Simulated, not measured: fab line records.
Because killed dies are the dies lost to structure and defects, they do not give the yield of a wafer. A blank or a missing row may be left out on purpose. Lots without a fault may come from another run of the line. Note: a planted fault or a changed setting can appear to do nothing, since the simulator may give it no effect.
A struck lot beside a sound one | flow gf180mcu | 14 out of 602 route steps
Sound: wafers L376.1, L376.3, L376.4. Wafers L367.2, L367.3, L367.5 were the ones struck. The cause is named last.
Order at every step that has rows: each side's tool, ch and its chambers, its first start. Under that, the readings that differ: sound wafers | struck wafers | difference of the means | sigmas: that difference in standard deviations of wafers without a fault.
alike: a reading whose means differ by less than 2 such deviations, as well as words and numbers matching on both sides. not compared: withheld readings; readings where some wafer has no value; bounds like >300 that might hide an equal value; numbers whose values overlap and for which the record gives no deviation.
The two part at a step that has a row with sigmas, a row that says differs or no value, or rows on one side only. Non-overlapping numbers with no deviation appear without sigmas and do not part them. A reading that every wafer of one side lacks parts them only if that side has two wafers or more.

GF_TOP_METAL_SPUTTER_01: material TiN, target thk 30 nm, time 25 s.
  sound: pvd-sputter-04 at day 32 01:44; struck: pvd-sputter-01 at day 29 18:11
  alike: throttle-valve-pct
GF_TOP_METAL_SPUTTER_02: material AlCu, target thk 900 nm, time 47.82 s.
  sound: pvd-sputter-04 at day 32 01:46; struck: pvd-sputter-01 at day 29 18:13
  alike: throttle-valve-pct
GF_TOP_METAL_SPUTTER_03: material Ti, target thk 5 nm, time 3.3 s.
  sound: pvd-sputter-04 at day 32 01:49; struck: pvd-sputter-01 at day 29 18:16
  alike: throttle-valve-pct
GF_TOP_METAL_SPUTTER_04: material TiN, target thk 25 nm, time 20.8 s.
  sound: pvd-sputter-04 at day 32 01:50; struck: pvd-sputter-01 at day 29 18:17
  alike: throttle-valve-pct
GF_TOP_METAL_RS_MEAS_05: measurement is done with a four-point probe.
  sound: film-metro-01 at day 32 01:52; struck: film-metro-01 at day 29 18:20
  alike: TOP_METAL_ALCU_RS
GF_TOP_METAL_THK_MEAS_06: measures by xrf.
  sound: film-metro-01 at day 32 01:59; struck: film-metro-01 at day 29 18:26
  alike: TOP_METAL_ALCU_THK
then, 6 steps without rows for these wafers: GF_TOP_METAL_DEHYDRATE_07 (time 60 s); GF_TOP_METAL_HMDS_08 (prime time 60 s); GF_TOP_METAL_COAT_09 (resist thk 1500 nm); GF_TOP_METAL_SOFTBAKE_10 (time 60 s); GF_TOP_METAL_EXPOSE_11 (exposes mask MetalTop, target cd 440 nm); GF_TOP_METAL_PEB_12.
GF_TOP_METAL_DEVELOP_13: develop time 60 s.
  struck on litho-track-04, day 30 12:32; sound on litho-track-04 ch 0, day 32 18:13
  no value came back on the struck wafers for chill-plate-temp-C (C), develop-time-s (s), resist-line-temp-C (C); on the sound wafers chill-plate-temp-C (C) reads 23.19 22.97 23.00
GF_TOP_METAL_CD_MEAS_14: the cd target is 440 nm.
  sound: cd-sem-02 at day 32 18:22; struck: cd-sem-02 at day 30 12:41
  reading    | sound             | struck | difference                    | sigmas
  cd-nm (nm) | 437.2 439.0 437.3 | - - -  | no value on the struck wafers |

## WHERE THEY PART
At GF_TOP_METAL_DEVELOP_13 first; at GF_TOP_METAL_CD_MEAS_14 last (within this record only).

WHY: whatever the simulator had introduced
At GF_TOP_METAL_DEVELOP_13, the step was skipped entirely on litho-track-04 from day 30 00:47 on. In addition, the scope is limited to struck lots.
